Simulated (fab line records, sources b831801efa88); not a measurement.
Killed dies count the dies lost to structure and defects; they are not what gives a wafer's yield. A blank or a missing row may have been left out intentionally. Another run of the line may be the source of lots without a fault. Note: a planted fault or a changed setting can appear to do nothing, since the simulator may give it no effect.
fab line records | flow sky130
[record] lots = 14 | wafers = 42 | last-day = 50
route steps=708 shown METAL2@487
lots that met no fault: taken from a fault-free run of the same line
start-h: hours from the record's first day to the start of the lot's first wafer shown | wait-h: how many hours have passed since the lot's step before this one | " unchanged from the row above | L1.1+2: several wafers, shown together as one row | - value missing, or start not given | * or withheld: withheld | < > ~ a bound
route shown NAME@n: names a module that has steps shown in the file, with the first one's number in the route | usual: the fault-free wafers' mean and standard deviation | same: alike in all rows | chamber/n: place in a boat | sites: per-site readings | _std_site: standard deviation across them | _edge_site: inner sites' mean taken away from outer sites' mean | radius-mm: for every site, how far away it sits from the centre of the wafer | mask NAME#n: copy n | behind: the most recent tool/chamber to have shaped the wafer | hold: reason for holding the lot/hours on hold/outcome of the hold | device: transistor that didn't switch, given as n, p or np | end of line: the tests these same wafers got at the end of their route | a step without rows: its recipe alone | killed: the dies lost at the first sort to structure and to defects; this is not the yield of the wafer | map: the dies of a wafer, with x for killed, . for not killed, _ for no die there
set.NAME: setting as actually run; set.NAME@STEP: the setting as run at that earlier step | model.NAME: the simulator's own value behind a step, which no gauge read
a sample of lots followed through the steps of the route, with each step as a table and each wafer as a row
services: from which hour (start-h, from the record's first day; less than 0 if before it) a tool's chamber was out of use, for how many hours, and why
[[steps]]
[step SKY_METAL2_SPUTTER_04]
[recipe] material = TiN | target-thk-nm = 70 | power-w = 6500 | time-s = 58.3 | chamber-pressure-pa = 0.4
[usual] cathode-dc-power-W = 6499.9/1.2 | chamber-pressure-pa = 0.4000/0.00075 | throttle-valve-pct = 30.2/0.7
lot.wafer | tool           | chamber | start-h | wait-h | cathode-dc-power-W | chamber-pressure-pa | throttle-valve-pct
L591.1    | pvd-sputter-02 | -       | 790.66  | 0.0    | 6499.3             | 0.3993              | 30.0
L591.2    | "              | -       | "       | "      | 6498.3             | 0.4004              | 31.3
L591.5    | "              | -       | "       | "      | 6500.3             | 0.3999              | 29.5
L592.2    | pvd-sputter-04 | -       | 799.87  | 0.0    | 6498.4             | 0.3992              | 29.8
L592.3    | "              | -       | "       | "      | 6499.8             | 0.4000              | 29.8
L592.6    | "              | -       | "       | "      | 6501.8             | 0.4008              | 30.5
L593.1    | pvd-sputter-01 | -       | 804.89  | 0.0    | 6500.3             | 0.3997              | 30.7
L593.5    | "              | -       | "       | "      | 6498.8             | 0.3989              | 31.6
L593.6    | "              | -       | "       | "      | 6500.4             | 0.3988              | 30.5
L597.1    | pvd-sputter-04 | -       | 853.74  | 0.0    | 6499.1             | 0.4000              | 30.0
L597.3    | "              | -       | "       | "      | 6500.3             | 0.4007              | 29.7
L597.5    | "              | -       | "       | "      | 6501.8             | 0.4001              | 29.8
L599.1    | pvd-sputter-02 | -       | 867.62  | 0.0    | -                  | -                   | -
L599.3    | "              | -       | "       | "      | -                  | -                   | -
L599.6    | "              | -       | "       | "      | -                  | -                   | -
L600.1    | pvd-sputter-04 | -       | 870.68  | 0.0    | -                  | -                   | -
L600.5    | "              | -       | "       | "      | -                  | -                   | -
L600.6    | "              | -       | "       | "      | -                  | -                   | -
L603.1    | pvd-sputter-04 | -       | 894.29  | 0.0    | 6499.1             | 0.4002              | 29.6
L603.3    | "              | -       | "       | "      | 6499.5             | 0.3994              | 29.7
L603.5    | "              | -       | "       | "      | 6501.3             | 0.4003              | 29.6
L607.1    | pvd-sputter-04 | -       | 922.35  | 0.0    | 6500.7             | 0.3992              | 30.7
L607.2    | "              | -       | "       | "      | 6502.0             | 0.3993              | 29.8
L607.4    | "              | -       | "       | "      | 6500.6             | 0.3998              | 30.6
L608.2    | pvd-sputter-04 | -       | 926.84  | 0.0    | 6498.4             | 0.4003              | 30.9
L608.4    | "              | -       | "       | "      | 6500.2             | 0.4023              | 29.9
L608.6    | "              | -       | "       | "      | 6500.0             | 0.4001              | 29.9
L609.2    | pvd-sputter-02 | -       | 933.60  | 0.0    | 6501.7             | 0.4014              | 29.8
L609.3    | "              | -       | "       | "      | 6502.0             | 0.3997              | 29.6
L609.4    | "              | -       | "       | "      | 6499.9             | 0.4009              | 29.6
L610.3    | pvd-sputter-01 | -       | 937.82  | 0.0    | 6500.4             | 0.4010              | 30.4
L610.4    | "              | -       | "       | "      | 6498.4             | 0.3993              | 31.6
L610.5    | "              | -       | "       | "      | 6500.1             | 0.3992              | 30.4
L611.1    | pvd-sputter-04 | -       | 940.55  | 0.0    | 6498.6             | 0.3990              | 29.8
L611.2    | "              | -       | "       | "      | 6499.1             | 0.4002              | 30.5
L611.3    | "              | -       | "       | "      | 6498.9             | 0.4000              | 31.0
L612.1    | pvd-sputter-04 | -       | 948.34  | 0.0    | 6500.5             | 0.4013              | 30.7
L612.4    | "              | -       | "       | "      | 6502.2             | 0.3995              | 29.9
L612.5    | "              | -       | "       | "      | 6500.8             | 0.4004              | 29.8
L614.3    | pvd-sputter-04 | -       | 958.57  | 0.0    | 6500.5             | 0.4007              | 31.0
L614.4    | "              | -       | "       | "      | 6500.6             | 0.4008              | 29.7
L614.6    | "              | -       | "       | "      | 6500.6             | 0.3993              | 30.8
[step SKY_METAL2_THK_MEAS_06]
[recipe] thk-meas-gauge = xrf | reads = AlCu_of_METAL2_SPUTTER_02
[usual] METAL2_ALCU_THK = 250/3
lot.wafer | tool          | chamber | start-h | wait-h | METAL2_ALCU_THK[nm]
L591.1    | film-metro-02 | -       | 790.83  | 0.1    | 248
L591.2    | "             | -       | "       | "      | 248
L591.5    | "             | -       | "       | "      | 248
L592.2    | film-metro-02 | -       | 800.05  | 0.1    | 247
L592.3    | "             | -       | "       | "      | 246
L592.6    | "             | -       | "       | "      | 246
L593.1    | film-metro-03 | -       | 805.06  | 0.1    | 250
L593.5    | "             | -       | "       | "      | 251
L593.6    | "             | -       | "       | "      | 252
L597.1    | film-metro-02 | -       | 853.91  | 0.1    | 251
L597.3    | "             | -       | "       | "      | 254
L597.5    | "             | -       | "       | "      | 252
L599.1    | film-metro-02 | -       | 867.79  | 0.1    | 290
L599.3    | "             | -       | "       | "      | 289
L599.6    | "             | -       | "       | "      | 286
L600.1    | film-metro-01 | -       | 870.85  | 0.1    | 287
L600.5    | "             | -       | "       | "      | 285
L600.6    | "             | -       | "       | "      | 288
L603.1    | film-metro-03 | -       | 894.46  | 0.1    | 252
L603.3    | "             | -       | "       | "      | 256
L603.5    | "             | -       | "       | "      | 254
L607.1    | film-metro-03 | -       | 922.52  | 0.1    | 251
L607.2    | "             | -       | "       | "      | 253
L607.4    | "             | -       | "       | "      | 251
L608.2    | film-metro-02 | -       | 927.01  | 0.1    | 249
L608.4    | "             | -       | "       | "      | 253
L608.6    | "             | -       | "       | "      | 251
L609.2    | film-metro-01 | -       | 933.78  | 0.1    | 249
L609.3    | "             | -       | "       | "      | 250
L609.4    | "             | -       | "       | "      | 248
L610.3    | film-metro-02 | -       | 938.01  | 0.1    | 244
L610.4    | "             | -       | "       | "      | 243
L610.5    | "             | -       | "       | "      | 247
L611.1    | film-metro-03 | -       | 940.72  | 0.1    | 252
L611.2    | "             | -       | "       | "      | 252
L611.3    | "             | -       | "       | "      | 250
L612.1    | film-metro-03 | -       | 948.51  | 0.1    | 246
L612.4    | "             | -       | "       | "      | 248
L612.5    | "             | -       | "       | "      | 251
L614.3    | film-metro-01 | -       | 958.76  | 0.1    | 252
L614.4    | "             | -       | "       | "      | 256
L614.6    | "             | -       | "       | "      | 253
[step SKY_METAL2_CD_MEAS_15]
[recipe] target-cd-nm = 140
[usual] cd-nm = 140.4/1.7
lot.wafer | tool      | chamber | start-h | wait-h | cd-nm
L591.1    | cd-sem-01 | -       | 816.93  | -      | 140.9
L591.2    | "         | -       | "       | "      | 139.4
L591.5    | "         | -       | "       | "      | 139.7
L592.2    | cd-sem-02 | -       | 826.36  | -      | 139.5
L592.3    | "         | -       | "       | "      | 139.3
L592.6    | "         | -       | "       | "      | 138.1
L593.1    | cd-sem-01 | -       | 832.24  | -      | 141.1
L593.5    | "         | -       | "       | "      | 139.8
L593.6    | "         | -       | "       | "      | 140.0
L597.1    | cd-sem-02 | -       | 879.13  | -      | 140.8
L597.3    | "         | -       | "       | "      | 140.0
L597.5    | "         | -       | "       | "      | 140.4
L599.1    | cd-sem-01 | -       | 893.68  | -      | 137.8
L599.3    | "         | -       | "       | "      | 137.1
L599.6    | "         | -       | "       | "      | 138.9
L600.1    | cd-sem-01 | -       | 896.54  | -      | 138.8
L600.5    | "         | -       | "       | "      | 137.3
L600.6    | "         | -       | "       | "      | 139.6
L603.1    | cd-sem-02 | -       | 920.24  | -      | 140.6
L603.3    | "         | -       | "       | "      | 142.2
L603.5    | "         | -       | "       | "      | 140.9
L607.1    | cd-sem-01 | -       | 946.88  | -      | 142.4
L607.2    | "         | -       | "       | "      | 141.4
L607.4    | "         | -       | "       | "      | 141.4
L608.2    | cd-sem-02 | -       | 951.26  | -      | 136.8
L608.4    | "         | -       | "       | "      | 136.1
L608.6    | "         | -       | "       | "      | 137.3
L609.2    | cd-sem-02 | -       | 957.66  | -      | 139.3
L609.3    | "         | -       | "       | "      | 139.7
L609.4    | "         | -       | "       | "      | 140.6
L610.3    | cd-sem-02 | -       | 962.08  | -      | 137.9
L610.4    | "         | -       | "       | "      | 139.0
L610.5    | "         | -       | "       | "      | 139.7
L611.1    | cd-sem-02 | -       | 964.04  | -      | 139.8
L611.2    | "         | -       | "       | "      | 139.6
L611.3    | "         | -       | "       | "      | 140.7
L612.1    | cd-sem-02 | -       | 970.66  | -      | 138.5
L612.4    | "         | -       | "       | "      | 136.8
L612.5    | "         | -       | "       | "      | 138.6
L614.3    | cd-sem-02 | -       | 980.98  | -      | 138.5
L614.4    | "         | -       | "       | "      | 139.7
L614.6    | "         | -       | "       | "      | 140.7
[step SKY_METAL2_OVL_MEAS_16]
[usual] METAL2_OVL = 0/4
lot.wafer | tool       | chamber | start-h | wait-h | METAL2_OVL[nm]
L591.1    | overlay-02 | -       | 817.05  | 0.1    | 1
L591.2    | "          | -       | "       | "      | 2
L591.5    | "          | -       | "       | "      | -5
L592.2    | overlay-01 | -       | 826.46  | 0.1    | -5
L592.3    | "          | -       | "       | "      | -5
L592.6    | "          | -       | "       | "      | 2
L593.1    | overlay-01 | -       | 832.36  | 0.1    | -1
L593.5    | "          | -       | "       | "      | 1
L593.6    | "          | -       | "       | "      | 0
L597.1    | overlay-02 | -       | 879.25  | 0.1    | 7
L597.3    | "          | -       | "       | "      | 8
L597.5    | "          | -       | "       | "      | 5
L599.1    | overlay-02 | -       | 893.80  | 0.1    | -2
L599.3    | "          | -       | "       | "      | 0
L599.6    | "          | -       | "       | "      | 1
L600.1    | overlay-02 | -       | 896.66  | 0.1    | 3
L600.5    | "          | -       | "       | "      | 4
L600.6    | "          | -       | "       | "      | 0
L603.1    | overlay-02 | -       | 920.36  | 0.1    | -9
L603.3    | "          | -       | "       | "      | -2
L603.5    | "          | -       | "       | "      | -6
L607.1    | overlay-02 | -       | 947.00  | 0.1    | -3
L607.2    | "          | -       | "       | "      | 0
L607.4    | "          | -       | "       | "      | -2
L608.2    | overlay-02 | -       | 951.37  | 0.1    | 6
L608.4    | "          | -       | "       | "      | 1
L608.6    | "          | -       | "       | "      | -4
L609.2    | overlay-01 | -       | 957.77  | 0.1    | 2
L609.3    | "          | -       | "       | "      | 7
L609.4    | "          | -       | "       | "      | 3
L610.3    | overlay-01 | -       | 962.18  | 0.1    | -5
L610.4    | "          | -       | "       | "      | -6
L610.5    | "          | -       | "       | "      | -1
L611.1    | overlay-01 | -       | 964.16  | 0.1    | 4
L611.2    | "          | -       | "       | "      | 2
L611.3    | "          | -       | "       | "      | 7
L612.1    | overlay-01 | -       | 970.78  | 0.1    | -4
L612.4    | "          | -       | "       | "      | 3
L612.5    | "          | -       | "       | "      | -2
L614.3    | overlay-02 | -       | 981.08  | 0.1    | 1
L614.4    | "          | -       | "       | "      | -3
L614.6    | "          | -       | "       | "      | -5
[step SKY_METAL2_DESCUM_17]
[recipe] chemistry = O2 | source-power-w = 150 | bias-power-w = 0 | pressure-mtorr = 10 | temp-c = 40 | time-s = 8
[usual] drypump-motor-current-A = 5.6/0.41 | oes-product-au = 0.998/0.0072
lot.wafer | tool         | chamber | start-h | wait-h | drypump-motor-current-A | oes-product-au | rf-hours-counter-h
L591.1    | rie-metal-03 | 1       | 817.08  | 0.0    | 5.1                     | 1.003          | 8.1
L591.2    | "            | 0       | "       | "      | 5.7                     | 0.998          | 3.6
L591.5    | "            | 1       | "       | "      | 5.1                     | 0.996          | -
L592.2    | rie-metal-01 | 1       | 826.49  | 0.0    | 5.1                     | 0.995          | 2.7
L592.3    | "            | 0       | "       | "      | 5.9                     | 0.998          | -
L592.6    | "            | 1       | "       | "      | 5.1                     | 0.997          | -
L593.1    | rie-metal-02 | 1       | 832.40  | 0.0    | 5.3                     | 1.008          | 7.9
L593.5    | "            | 1       | "       | "      | 5.3                     | 1.001          | -
L593.6    | "            | 0       | "       | "      | 6.2                     | 1.005          | -
L597.1    | rie-metal-02 | 0       | 879.28  | 0.0    | 6.1                     | 0.993          | 7.0
L597.3    | "            | 0       | "       | "      | 6.2                     | 1.005          | -
L597.5    | "            | 0       | "       | "      | 6.2                     | 0.997          | -
L599.1    | rie-metal-03 | 1       | 893.83  | 0.0    | 5.1                     | 0.995          | 11.0
L599.3    | "            | 0       | "       | "      | 5.8                     | 0.994          | -
L599.6    | "            | 1       | "       | "      | 5.1                     | 0.996          | -
L600.1    | rie-metal-03 | 1       | 896.70  | 0.0    | 5.1                     | 0.990          | 11.1
L600.5    | "            | 1       | "       | "      | 5.1                     | 0.998          | -
L600.6    | "            | 0       | "       | "      | 5.8                     | 1.010          | -
L603.1    | rie-metal-03 | 1       | 920.40  | 0.0    | 5.1                     | 0.994          | 12.4
L603.3    | "            | 1       | "       | "      | 5.1                     | 0.991          | -
L603.5    | "            | 1       | "       | "      | 5.1                     | 0.993          | -
L607.1    | rie-metal-01 | 1       | 947.03  | 0.0    | 5.1                     | 1.013          | 7.9
L607.2    | "            | 0       | "       | "      | 6.0                     | 0.996          | 9.7
L607.4    | "            | 1       | "       | "      | 5.1                     | 1.007          | -
L608.2    | rie-metal-03 | 1       | 951.40  | 0.0    | 5.1                     | 0.992          | 13.7
L608.4    | "            | 0       | "       | "      | 5.8                     | 1.007          | -
L608.6    | "            | 0       | "       | "      | 5.8                     | 1.002          | -
L609.2    | rie-metal-01 | 1       | 957.80  | 0.0    | 5.1                     | 0.994          | 8.6
L609.3    | "            | 0       | "       | "      | 5.9                     | 0.989          | -
L609.4    | "            | 1       | "       | "      | 5.1                     | 0.995          | -
L610.3    | rie-metal-01 | 1       | 962.21  | 0.0    | 5.1                     | 1.000          | -
L610.4    | "            | 0       | "       | "      | 6.0                     | 0.988          | -
L610.5    | "            | 1       | "       | "      | 5.1                     | 0.997          | -
L611.1    | rie-metal-03 | 0       | 964.20  | 0.0    | 5.8                     | 1.006          | 9.8
L611.2    | "            | 1       | "       | "      | 5.1                     | 0.993          | 14.3
L611.3    | "            | 0       | "       | "      | 5.8                     | 0.999          | -
L612.1    | rie-metal-02 | 1       | 970.82  | 0.0    | 5.4                     | 1.003          | 13.9
L612.4    | "            | 1       | "       | "      | 5.3                     | 1.002          | -
L612.5    | "            | 0       | "       | "      | 6.1                     | 0.997          | -
L614.3    | rie-metal-01 | 0       | 981.11  | 0.0    | 5.9                     | 1.001          | -
L614.4    | "            | 1       | "       | "      | 5.1                     | 0.999          | -
L614.6    | "            | 0       | "       | "      | 5.9                     | 0.992          | -
[[services]]
tool           | chamber | start-h | hours | kind
pvd-sputter-04 | -       | 775.92  | 5.5   | repair
pvd-sputter-04 | 0       | 811.75  | -     | consumable-replace:kit
pvd-sputter-04 | 0       | 811.75  | 18.0  | scheduled-down
pvd-sputter-04 | 0       | 811.75  | 18.0  | vent-cycle
pvd-sputter-04 | -       | 816.93  | 2.1   | repair
pvd-sputter-02 | -       | 832.51  | 12.7  | repair
rie-metal-03   | -       | 836.44  | 1.1   | repair
pvd-sputter-01 | -       | 845.03  | 0.9   | repair
pvd-sputter-01 | -       | 860.96  | 2.1   | repair
pvd-sputter-02 | 2       | 861.36  | -     | consumable-replace:kit
pvd-sputter-02 | 2       | 861.36  | 18.0  | scheduled-down
pvd-sputter-02 | 2       | 861.36  | 18.0  | vent-cycle
rie-metal-02   | -       | 906.27  | 2.8   | pm
pvd-sputter-01 | -       | 909.97  | 1.9   | repair
rie-metal-02   | 1       | 917.11  | 2.6   | repair
pvd-sputter-02 | -       | 926.81  | 3.3   | repair
pvd-sputter-04 | -       | 942.44  | 1.1   | repair
rie-metal-01   | -       | 954.43  | 2.8   | pm
pvd-sputter-04 | 3       | 964.25  | -     | consumable-replace:kit
pvd-sputter-04 | 3       | 964.25  | 18.0  | scheduled-down
pvd-sputter-04 | 3       | 964.25  | 18.0  | vent-cycle
rie-metal-03   | -       | 971.97  | 0.5   | repair
rie-metal-02   | -       | 973.21  | 2.7   | repair
pvd-sputter-04 | -       | 976.07  | 8.4   | repair
[[key]]
[first-sign] step = SKY_METAL2_SPUTTER_04 | reading = tool-record | direction = missing
[effect] step = SKY_METAL2_THK_MEAS_06 | reading = METAL2_ALCU_THK | direction = up | sigmas = 12 | usual = 250 | struck = 287
met-at SKY_METAL2_SPUTTER_04
struck-lots L599,L600
later-rows-left-out L599.1,L599.3,L599.6,L600.1,L600.5,L600.6
sort-left-out L599.1,L599.3,L599.6,L600.1,L600.5,L600.6
not-acting-at SKY_METAL2_CD_MEAS_15,SKY_METAL2_OVL_MEAS_16,SKY_METAL2_DESCUM_17
onset-between 853.74 867.62
[fault] kind = skipped-step-whole | tool = pvd-sputter-02,pvd-sputter-04 | chamber = - | onset-h = 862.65 | steps = SKY_METAL2_SPUTTER_04 | scope = struck-lots-only
// sort-left-out: the simulated sort isn't trusted on such a fault, so these wafers' sort isn't shown, and their yield isn't known
// later-rows-left-out: the simulator's readings of these wafers behind a module that went badly wrong aren't trusted and aren't shown, but for the sort
